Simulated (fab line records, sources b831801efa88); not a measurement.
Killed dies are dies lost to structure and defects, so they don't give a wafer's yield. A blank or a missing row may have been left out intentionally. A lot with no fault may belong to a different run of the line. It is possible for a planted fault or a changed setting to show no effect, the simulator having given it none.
Which of the tools did it? / flow sky130 / 13 lots, 39 wafers sampled, at 5 steps of a route of 708

WHAT THE GAUGES SHOWED, per wafer
SKY_SONOS_TUNNEL_TW_MEAS_12.
lot=L161; measured=day 11 12:55; on=film metro-03; SONOS_TUNNEL_TW=196.2 196.3 196.1
lot=L162; measured=day 11 20:07; on=film metro-02; SONOS_TUNNEL_TW=197.9 197.7 196.5
lot=L165; measured=day 12 17:22; on=film metro-01; SONOS_TUNNEL_TW=192.7 193.8 193.0
lot=L166; measured=day 12 20:54; on=film metro-01; SONOS_TUNNEL_TW=193.5 193.0 193.3
lot=L167; measured=day 13 06:11; on=film metro-03; SONOS_TUNNEL_TW=198.5 198.1 197.4
lot=L175; measured=day 16 02:46; on=film metro-03; SONOS_TUNNEL_TW=198.5 196.9 198.2
lot=L176; measured=day 16 17:13; on=film metro-01; SONOS_TUNNEL_TW=195.6 194.8 195.9
lot=L177; measured=day 17 03:09; on=film metro-02; SONOS_TUNNEL_TW=197.2 195.3 196.4
lot=L178; measured=day 17 07:52; on=film metro-02; SONOS_TUNNEL_TW=197.8 196.9 196.0
lot=L179; measured=day 17 16:40; on=film metro-03; SONOS_TUNNEL_TW=198.3 198.2 197.4
lot=L181; measured=day 17 22:23; on=film metro-01; SONOS_TUNNEL_TW=195.2 195.1 194.7
lot=L182; measured=day 18 06:47; on=film metro-02; SONOS_TUNNEL_TW=198.6 198.6 198.4
lot=L184; measured=day 18 21:40; on=film metro-03; SONOS_TUNNEL_TW=196.1 196.1 197.1

SKY_POLY_GATE_OVL_MEAS_14.
lot=L161; measured=day 16 12:34; on=overlay-02; POLY_GATE_OVL (nm)=-10 -6 -4
lot=L162; measured=day 16 23:31; on=overlay-02; POLY_GATE_OVL (nm)=-10 -3 -2
lot=L165; measured=day 17 18:01; on=overlay-02; POLY_GATE_OVL (nm)=-3 -2 1
lot=L166; measured=day 17 20:45; on=overlay-01; POLY_GATE_OVL (nm)=-7 0 3
lot=L167; measured=day 18 07:25; on=overlay-02; POLY_GATE_OVL (nm)=6 -1 6
lot=L175; measured=day 21 23:19; on=overlay-02; POLY_GATE_OVL (nm)=8 9 8
lot=L176; measured=day 22 12:33; on=overlay-02; POLY_GATE_OVL (nm)=7 8 6
lot=L177; measured=day 23 05:57; on=overlay-02; POLY_GATE_OVL (nm)=6 2 -1
lot=L178; measured=day 23 05:27; on=overlay-01; POLY_GATE_OVL (nm)=3 5 12
lot=L179; measured=day 23 18:05; on=overlay-02; POLY_GATE_OVL (nm)=-3 -4 -2
lot=L181; measured=day 23 18:36; on=overlay-02; POLY_GATE_OVL (nm)=-7 1 -9
lot=L182; measured=day 24 06:11; on=overlay-01; POLY_GATE_OVL (nm)=3 -4 2
lot=L184; measured=day 24 16:34; on=overlay-02; POLY_GATE_OVL (nm)=3 -5 -6

SKY_POLY_GATE_THK_MEAS_21.
lot=L161; measured=day 16 19:52; on=film metro-01; POLY_GATE_OXIDATION_THK (nm)=3.91 3.93 3.93
lot=L162; measured=day 17 07:00; on=film metro-01; POLY_GATE_OXIDATION_THK (nm)=3.99 3.94 3.97
lot=L165; measured=day 18 03:49; on=film metro-02; POLY_GATE_OXIDATION_THK (nm)=4.29 4.07 4.02
lot=L166; measured=day 18 03:48; on=film metro-01; POLY_GATE_OXIDATION_THK (nm)=4.45 4.52 4.40
lot=L167; measured=day 18 17:30; on=film metro-01; POLY_GATE_OXIDATION_THK (nm)=4.15 4.24 4.27
lot=L175; measured=day 22 02:03; on=film metro-02; POLY_GATE_OXIDATION_THK (nm)=4.06 4.09 3.97
lot=L176; measured=day 22 14:14; on=film metro-02; POLY_GATE_OXIDATION_THK (nm)=4.02 4.09 4.12
lot=L177; measured=day 23 08:22; on=film metro-02; POLY_GATE_OXIDATION_THK (nm)=3.90 3.88 3.84
lot=L178; measured=day 23 07:07; on=film metro-01; POLY_GATE_OXIDATION_THK (nm)=3.94 3.94 3.88
lot=L179; measured=day 23 20:34; on=film metro-02; POLY_GATE_OXIDATION_THK (nm)=3.92 3.98 3.99
lot=L181; measured=day 23 20:35; on=film metro-01; POLY_GATE_OXIDATION_THK (nm)=3.81 3.90 3.85
lot=L182; measured=day 24 09:05; on=film metro-01; POLY_GATE_OXIDATION_THK (nm)=4.02 3.98 3.95
lot=L184; measured=day 24 18:14; on=film metro-01; POLY_GATE_OXIDATION_THK (nm)=3.93 3.86 3.95

SKY_POLY_GATE_CD_MEAS_22.
lot=L161; measured=day 16 19:57; on=cd sem-01; cd nm (nm)=153.2 151.0 151.2
lot=L162; measured=day 17 07:05; on=cd sem-02; cd nm (nm)=150.1 154.0 151.8
lot=L165; measured=day 18 03:53; on=cd sem-02; cd nm (nm)=150.6 148.6 151.5
lot=L166; measured=day 18 03:52; on=cd sem-01; cd nm (nm)=150.8 144.3 144.7
lot=L167; measured=day 18 17:34; on=cd sem-01; cd nm (nm)=149.9 147.8 150.3
lot=L175; measured=day 22 02:07; on=cd sem-01; cd nm (nm)=150.1 153.8 150.1
lot=L176; measured=day 22 14:17; on=cd sem-01; cd nm (nm)=155.7 152.0 154.3
lot=L177; measured=day 23 08:26; on=cd sem-02; cd nm (nm)=151.7 149.7 147.7
lot=L178; measured=day 23 07:11; on=cd sem-01; cd nm (nm)=149.8 147.9 151.5
lot=L179; measured=day 23 20:49; on=cd sem-01; cd nm (nm)=149.6 150.5 150.6
lot=L181; measured=day 23 20:56; on=cd sem-01; cd nm (nm)=148.3 153.0 151.7
lot=L182; measured=day 24 09:11; on=cd sem-01; cd nm (nm)=151.6 154.8 151.6
lot=L184; measured=day 24 18:18; on=cd sem-02; cd nm (nm)=150.5 149.0 149.4

WHICH TOOL RAN EACH LOT (tool, then ch and the chambers of the sampled wafers, then the start)
lot=L161; SKY_POLY_GATE_OXIDATION_20=furnace-02 ch 0, day 16 18:37
lot=L162; SKY_POLY_GATE_OXIDATION_20=furnace-02 ch 0, day 17 05:44
lot=L165; SKY_POLY_GATE_OXIDATION_20=furnace-02 ch 0, day 18 02:33
lot=L166; SKY_POLY_GATE_OXIDATION_20=furnace-02 ch 0, day 18 02:33
lot=L167; SKY_POLY_GATE_OXIDATION_20=furnace-01 ch 0, day 18 16:15
lot=L175; SKY_POLY_GATE_OXIDATION_20=furnace-01 ch 0, day 22 00:48
lot=L176; SKY_POLY_GATE_OXIDATION_20=furnace-01 ch 0, day 22 12:59
lot=L177; SKY_POLY_GATE_OXIDATION_20=furnace-02 ch 0, day 23 07:07
lot=L178; SKY_POLY_GATE_OXIDATION_20=furnace-02 ch 0, day 23 05:52
lot=L179; SKY_POLY_GATE_OXIDATION_20=furnace-01 ch 0, day 23 19:16
lot=L181; SKY_POLY_GATE_OXIDATION_20=furnace-01 ch 0, day 23 19:16
lot=L182; SKY_POLY_GATE_OXIDATION_20=furnace-01 ch 0, day 24 07:49
lot=L184; SKY_POLY_GATE_OXIDATION_20=furnace-01 ch 0, day 24 16:59
- SKY_POLY_GATE_OXIDATION_20: stabilise 600 s, purge 300 s, target thk 4 nm.

WHAT THE TOOLS THEMSELVES READ (means of the sampled wafers that have a number; where no wafer has one, the mark that the record gives instead)
SKY_POLY_GATE_OXIDATION_20.
lot=L161; tool=furnace-02; spike tc centre C (C)=850.9; spike tc lower C (C)=851.0; spike tc top C (C)=860.1; spike tc upper C (C)=849.7; zone power centre pct (%)=17.5
lot=L162; tool=furnace-02; spike tc centre C (C)=851.2; spike tc lower C (C)=851.4; spike tc top C (C)=857.6; spike tc upper C (C)=849.9; zone power centre pct (%)=17.6
lot=L165; tool=furnace-02; spike tc centre C (C)=878.8; spike tc lower C (C)=847.8; spike tc top C (C)=859.8; spike tc upper C (C)=847.5; zone power centre pct (%)=27.1
lot=L166; tool=furnace-02; spike tc centre C (C)=879.1; spike tc lower C (C)=848.4; spike tc top C (C)=858.9; spike tc upper C (C)=846.2; zone power centre pct (%)=26.8
lot=L167; tool=furnace-01; spike tc centre C (C)=849.1; spike tc lower C (C)=852.3; spike tc top C (C)=864.5; spike tc upper C (C)=849.9; zone power centre pct (%)=15.6
lot=L175; tool=furnace-01; spike tc centre C (C)=849.6; spike tc lower C (C)=850.6; spike tc top C (C)=865.2; spike tc upper C (C)=849.8; zone power centre pct (%)=15.6
lot=L176; tool=furnace-01; spike tc centre C (C)=848.8; spike tc lower C (C)=852.1; spike tc top C (C)=864.2; spike tc upper C (C)=849.5; zone power centre pct (%)=15.5
lot=L177; tool=furnace-02; spike tc centre C (C)=851.5; spike tc lower C (C)=851.3; spike tc top C (C)=858.6; spike tc upper C (C)=850.3; zone power centre pct (%)=17.5
lot=L178; tool=furnace-02; spike tc centre C (C)=851.4; spike tc lower C (C)=850.3; spike tc top C (C)=859.6; spike tc upper C (C)=849.3; zone power centre pct (%)=17.5
lot=L179; tool=furnace-01; spike tc centre C (C)=849.2; spike tc lower C (C)=851.4; spike tc top C (C)=863.7; spike tc upper C (C)=850.0; zone power centre pct (%)=15.6
lot=L181; tool=furnace-01; spike tc centre C (C)=849.1; spike tc lower C (C)=850.8; spike tc top C (C)=864.1; spike tc upper C (C)=850.3; zone power centre pct (%)=15.5
lot=L182; tool=furnace-01; spike tc centre C (C)=849.7; spike tc lower C (C)=851.6; spike tc top C (C)=864.9; spike tc upper C (C)=849.7; zone power centre pct (%)=15.6
lot=L184; tool=furnace-01; spike tc centre C (C)=849.0; spike tc lower C (C)=850.2; spike tc top C (C)=865.6; spike tc upper C (C)=849.2; zone power centre pct (%)=15.5

THE ANSWER, worked out from the rows above alone
Rule: the lots themselves supply what counts as usual. The widest of any qualifying gaps counts: lots, ordered by their means at a reading, are off when they make up no more than a third of the lots, leave a main group of 4 or more, and stand apart from it by 3 or more times the standard deviation of that group's means. Not used: any main group whose means are identical at the precision the tables above print for the reading. A lot without any number at a reading at which 4 lots or more have one is off too. Where the step has rows for the other lots, those lots are counted as sound. Order of review: gauges by route order, followed by the tools' own readings, for which a lot's mean as printed above is used. The first step at which some lot is off is used, and at that step the reading that is off furthest; a lot without a number counts as furthest.
Off: L165, L166 (SKY_POLY_GATE_OXIDATION_20, spike tc centre C). The main group has a mean of 850.0 C with a standard deviation of 1.
If a tool, at that step or one of the process steps before it, ran each lot that is off and ran no sound lot following the first of them, it fits. Of those tried, none fits.

WHAT WAS PUT IN BY THE SIMULATOR
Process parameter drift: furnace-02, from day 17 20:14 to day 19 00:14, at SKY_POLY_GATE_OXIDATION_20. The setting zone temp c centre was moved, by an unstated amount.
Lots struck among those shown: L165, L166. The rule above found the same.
